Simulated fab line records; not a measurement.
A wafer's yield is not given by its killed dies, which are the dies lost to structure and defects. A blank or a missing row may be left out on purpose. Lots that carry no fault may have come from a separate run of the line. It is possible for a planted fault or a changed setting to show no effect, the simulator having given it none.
A struck lot beside a sound one    flow sky130    15 out of 708 route steps
Sound: the wafers L333.2, L333.4, L333.6. Struck: wafers L348.1, L348.3, L348.6. The cause comes at the end.
Order at every step that has rows: each side's tool, ch and its chambers, its first start. Under that, the readings that differ: sound wafers    struck wafers    difference of the means    sigmas: that difference in standard deviations of wafers without a fault.
alike: readings with means less than 2 such deviations apart, plus words and numbers identical on both sides. not compared: withheld readings, readings lacking a value on some wafer, bounds such as >300 that could conceal the same value, and numbers that have no deviation in the record and whose values overlap.
Wherever a step has rows on one side only, a row that says differs or no value, or a row with sigmas, the two part there. Numbers that don't overlap but have no deviation are shown without sigmas and don't part them. A reading missing from all wafers of one side parts the sides only when that side holds two or more wafers.

first, 6 steps without rows for these wafers: SKY_GATE_OXIDE_HMDS_04 (prime time 60 s); SKY_GATE_OXIDE_COAT_05 (resist thk 1140 nm); SKY_GATE_OXIDE_SOFTBAKE_06 (time 60 s); SKY_GATE_OXIDE_EXPOSE_07 (exposes mask LVOM, target cd 600 nm); SKY_GATE_OXIDE_PEB_08; SKY_GATE_OXIDE_DEVELOP_09 (develop time 60 s).
SKY_GATE_OXIDE_OVL_MEAS_10:
  sound: overlay-01 at day 13 17:16; struck: overlay-02 at day 19 02:35
reading              sound        struck         difference  sigmas
GATE_OXIDE_OVL (nm)  1.4 3.6 3.0  -0.7 0.0 -0.6  -3.1        -2
then, 2 steps without rows for these wafers: SKY_GATE_OXIDE_IMPLANT_11; SKY_GATE_OXIDE_WET_ETCH_12 (etches SiO2 in dHF, target depth 16.8 nm, time 336 s).
SKY_GATE_OXIDE_STRIP_13: strips in O2/N2.
  sound on plasma-asher-01 ch 0,1, day 13 17:33; struck on plasma-asher-03 ch 0, day 19 02:53
  alike: drypump-motor-current-A, n2-flow-sccm, oes-product-au, strip-time-to-endpoint-s
  not compared: rf-hours-counter-h
SKY_GATE_OXIDE_TW_MEAS_14:
  sound: film-metro-02 at day 13 17:40; struck: film-metro-02 at day 19 03:04
  alike: GATE_OXIDE_TW
then, 1 step without rows for these wafers: SKY_GATE_OXIDE_CLEAN_15 (cleans in SC1/SC2, time 150 s).
SKY_GATE_OXIDE_OXIDATION_16: stabilise 600 s, purge 300 s, target thk 3.57 nm.
  sound on furnace-01 ch 0, day 13 23:29; struck on furnace-01 ch 0, day 19 03:41
reading                                            sound                 struck               difference  sigmas
spike-tc-bottom-C (C)                              820.5 819.4 819.9     865.1 863.7 864.7    +44.6       +37
spike-tc-centre-C (C)                              803.0 801.5 800.6     848.3 848.4 847.1    +46.2       +33
spike-tc-lower-C (C)                               801.5 802.0 799.9     846.3 846.6 846.2    +45.2       +45
spike-tc-top-C (C)                                 811.8 813.5 811.8     855.6 855.4 855.9    +43.3       +31
spike-tc-upper-C (C)                               803.1 803.6 801.7     846.6 846.7 845.5    +43.5       +29
tube-center-temp-C (C)                             800.16 800.07 799.95  845.7 845.72 845.67  +45.6       +99 or more
tube_center_temp_C_max                             802.5 802.3 802.1     848.0 847.9 847.4    +45.5       +99 or more
zone-power-bottom-pct (%)                          22.59 22.60 22.61     25.28 25.66 24.97    +2.70       +12
zone-power-centre-pct (%)                          15.1 15.2 15.1        17.2 17.1 17.1       +2.0        +3
zone-power-upper-pct (%)                           13.5 13.5 13.3        15.3 15.1 15.5       +1.9        +3
model.SiO2_of_GATE_OXIDE_OXIDATION_01.thk-nm (nm)  11.44 11.35 11.53     13.49 13.37 13.26    +1.93       
then, 1 step without rows for these wafers: SKY_POLY_GATE_CVD_00 (deposits poly-Si, target thk 180 nm, time 720 s).
-- here the record skips 30 days between the struck wafers' starts before and after, leaving off in module POLY_GATE and picking up in module PAD_OPEN (first step shown: number 708 of the route) --
SKY_PAD_OPEN_PROBE_99:
  sound: prober-01 at day 45 21:28; struck: prober-02 at day 49 13:21
reading                                 sound                          struck                         difference  sigmas
killed-at-front-end                     12 14 9                        25 21 21                       +11         +2
model.etest.nfet_16v.r-on-ohm-um        1.409e+04 1.409e+04 1.421e+04  1.56e+04 1.536e+04 1.533e+04   +1.30e+03   
model.etest.pfet_01v8.r-on-ohm-um       2896 2939 2941                 3636 3628 3611                 +700        
model.etest.pfet_16v.r-on-ohm-um        1.516e+04 1.494e+04 1.533e+04  1.637e+04 1.608e+04 1.604e+04  +1.020e+03  
model.etest.tip-sonos.rs-ohm-sq         2632 2629 2654                 3184 3172 3132                 +524        
model.etest.pfet-g5v0d10v5.r-on-ohm-um  4662 4720 4755                 5154 5066 5072                 +385        
model.etest.nfet_01v8.r-on-ohm-um       844.7 850.6 840.9              1186 1194 1192                 +345        
model.etest.tip-p.rs-ohm-sq             6936 6950 6921                 6975 6974 6967                 +36         
model.etest.nfet_01v8_lvt.drive-ua-um   575.4 569.6 565.7              370.8 370.4 374.6              -198.3      
  alike: killed_at_M0_to_M3, killed_at_M4_up, killed-at-contacts, killed-at-other, killed-dies, killed-open, killed-short

## WHERE THEY PART
First at SKY_GATE_OXIDE_OVL_MEAS_10; last, within this record, at SKY_PAD_OPEN_PROBE_99.

WHY: whatever the simulator had introduced
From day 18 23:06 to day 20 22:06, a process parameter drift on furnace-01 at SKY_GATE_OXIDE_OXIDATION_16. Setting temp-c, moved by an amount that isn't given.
